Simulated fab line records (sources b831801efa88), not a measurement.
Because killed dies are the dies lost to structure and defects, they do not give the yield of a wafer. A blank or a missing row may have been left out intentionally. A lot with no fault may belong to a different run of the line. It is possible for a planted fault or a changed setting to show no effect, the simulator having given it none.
Chamber matching -- flow sky130 -- SKY_METAL4_ETCH_17 on rie-diel-02: 4 sister chambers
The step etches SiO2 in C4F8/O2/Ar, stops on TiN, time 3.9 s, target depth 15 nm. 8 wafers are shown with their chamber, then 9 later ones without.

## WAFERS WITH THEIR CHAMBER
wafer,chamber,oes-product-au (a.u.)
L078.1,0,0.747
L078.6,1,0.746
L080.6,2,0.762
L083.2,0,0.750
L083.5,1,0.757
L090.4,3,0.759
L090.5,2,0.759
L090.6,3,0.760

## WAFERS WHOSE CHAMBER IS MISSING
wafer,oes-product-au (a.u.)
L092.1,0.755
L092.4,0.760
L092.5,0.763
L094.3,0.754
L094.4,0.765
L094.6,0.751
L096.2,0.758
L096.3,0.759
L096.5,0.760

## WHICH CHAMBER EACH WENT THROUGH
wafer,from the rows above,in truth
L092.1,can't be placed: 1 or 3 or 2 or 0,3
L092.4,can't be placed: 2 or 3 or 1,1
L092.5,can't be placed: 2 or 3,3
L094.3,can't be placed: 1 or 0 or 3 or 2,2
L094.4,can't be placed: 2 or 3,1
L094.6,can't be placed: 1 or 0 or 3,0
L096.2,can't be placed: 3 or 2 or 1 or 0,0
L096.3,can't be placed: 3 or 2 or 1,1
L096.5,can't be placed: 2 or 3 or 1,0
Correctly placed: 0 of 9. These rows do not allow placing 9 (true chamber among the candidates in 7). Wrongly placed: 0.
How it was worked out, from the rows above alone: a wafer's distance from a chamber is the root of the sum, over the readings, of the square of ((its reading less the chamber's mean) divided by the reading's scatter). The wafer belongs to the nearest chamber; if the next one is less than 2 further off, it can't be placed. A chamber's mean is the mean of its shown wafers. The scatter: the root of (the sum of the squares of (reading less its chamber's mean) over the shown wafers, divided by (wafers less chambers)).
